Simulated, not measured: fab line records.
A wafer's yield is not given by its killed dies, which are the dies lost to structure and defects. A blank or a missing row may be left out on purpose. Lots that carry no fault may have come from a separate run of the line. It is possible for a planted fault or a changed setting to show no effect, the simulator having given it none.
Chamber matching / flow sky130 / SKY_CAP2M_CVD_00 on pecvd-01: 3 sister chambers
The step deposits SiO2, target thk 15.5 nm. 6 wafers are shown with their chamber, then 7 later ones without.

## WAFERS WITH THEIR CHAMBER
wafer=L543.5; chamber=0; susceptorTempC (C)=400.14; rfFwdPowerW (W)=440.7
wafer=L549.4; chamber=1; susceptorTempC (C)=400.21; rfFwdPowerW (W)=442.4
wafer=L549.5; chamber=0; susceptorTempC (C)=399.98; rfFwdPowerW (W)=442.2
wafer=L549.6; chamber=2; susceptorTempC (C)=399.78; rfFwdPowerW (W)=442.5
wafer=L555.3; chamber=1; susceptorTempC (C)=400.11; rfFwdPowerW (W)=443.1
wafer=L555.4; chamber=2; susceptorTempC (C)=400.16; rfFwdPowerW (W)=441.0

## WAFERS WITHOUT THEIR CHAMBER
wafer=L555.5; susceptorTempC (C)=399.79; rfFwdPowerW (W)=442.7
wafer=L559.1; susceptorTempC (C)=400.42; rfFwdPowerW (W)=440.8
wafer=L559.2; susceptorTempC (C)=399.98; rfFwdPowerW (W)=441.0
wafer=L559.4; susceptorTempC (C)=400.16; rfFwdPowerW (W)=440.0
wafer=L561.1; susceptorTempC (C)=400.28; rfFwdPowerW (W)=442.3
wafer=L561.4; susceptorTempC (C)=400.15; rfFwdPowerW (W)=441.8
wafer=L561.6; susceptorTempC (C)=400.18; rfFwdPowerW (W)=442.1

## CHAMBER TAKEN BY EACH
wafer=L555.5; from the rows above=can't be placed: 2 or 0 or 1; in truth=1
wafer=L559.1; from the rows above=can't be placed: 0 or 1 or 2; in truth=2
wafer=L559.2; from the rows above=can't be placed: 0 or 2 or 1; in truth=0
wafer=L559.4; from the rows above=can't be placed: 0 or 2 or 1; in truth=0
wafer=L561.1; from the rows above=can't be placed: 1 or 0 or 2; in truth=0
wafer=L561.4; from the rows above=can't be placed: 0 or 2 or 1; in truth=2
wafer=L561.6; from the rows above=can't be placed: 1 or 0 or 2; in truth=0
Correct placement for 0 of the 7. Can't be placed from these rows: 7 (the true chamber is among the candidates in 7). Placed wrongly: 0.
How it was worked out, from the rows above alone: a wafer's distance from a chamber is the root of the sum, over the readings, of the square of ((its reading less the chamber's mean) divided by the reading's scatter). The wafer belongs to the nearest chamber; if the next one is less than 2 further off, it can't be placed. For every chamber, the mean is computed from those of its wafers that are shown. The scatter: take each reading less its chamber's mean, square it, sum over the shown wafers, divide by the number of wafers less the number of chambers, and take the root.
